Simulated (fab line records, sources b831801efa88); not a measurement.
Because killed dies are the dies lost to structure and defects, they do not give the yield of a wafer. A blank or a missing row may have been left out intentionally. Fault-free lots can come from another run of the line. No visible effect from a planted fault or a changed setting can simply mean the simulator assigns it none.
Chamber matching / flow sfqLine / SFQ_TRILAYER_I3_CMP_CMP_082 on cmp-02: 4 sister chambers
The step polishes SiO2. 4 wafers are shown with their chamber, then 10 later ones without.

EACH WAFER AND ITS CHAMBER
wafer=L981.1; chamber=3; motorCurrentA (A)=8.3
wafer=L981.4; chamber=1; motorCurrentA (A)=9.4
wafer=L984.4; chamber=2; motorCurrentA (A)=10.1
wafer=L984.3; chamber=0; motorCurrentA (A)=9.5

WAFERS WITHOUT THEIR CHAMBER
wafer=L984.5; motorCurrentA (A)=10.6
wafer=L989.2; motorCurrentA (A)=9.2
wafer=L989.3; motorCurrentA (A)=10.7
wafer=L989.6; motorCurrentA (A)=8.6
wafer=L991.2; motorCurrentA (A)=9.9
wafer=L991.5; motorCurrentA (A)=9.4
wafer=L991.6; motorCurrentA (A)=10.1
wafer=L992.3; motorCurrentA (A)=10.6
wafer=L992.5; motorCurrentA (A)=9.3
wafer=L992.6; motorCurrentA (A)=9.9

EACH ONE'S CHAMBER
wafer=L984.5; from the rows above=can't be placed: 2 or 0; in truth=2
wafer=L989.2; from the rows above=can't be placed: 1 or 0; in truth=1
wafer=L989.3; from the rows above=can't be placed: 2 or 0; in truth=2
wafer=L989.6; from the rows above=can't be placed: 3 or 1 or 0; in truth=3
wafer=L991.2; from the rows above=can't be placed: 2 or 0 or 1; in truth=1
wafer=L991.5; from the rows above=can't be placed: 1 or 0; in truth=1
wafer=L991.6; from the rows above=can't be placed: 2 or 0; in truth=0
wafer=L992.3; from the rows above=can't be placed: 2 or 0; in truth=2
wafer=L992.5; from the rows above=can't be placed: 1 or 0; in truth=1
wafer=L992.6; from the rows above=can't be placed: 2 or 0 or 1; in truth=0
Correct placement for 0 of the 10. Unplaceable from these rows: 10, with the true chamber sitting among the candidates in 10. Number placed wrongly: 0.
How it was worked out, from the rows above alone: a wafer's distance from a chamber is the root of the sum, over the readings, of the square of ((its reading less the chamber's mean) divided by the reading's scatter). If the next closest chamber is less than 2 further off than the closest, the wafer can't be placed; otherwise it belongs to the closest. Each chamber's mean is taken over the wafers shown for it. The scatter: with one shown wafer a chamber, the root of the mean of the squares of how far each hidden wafer lies from its nearest shown one.
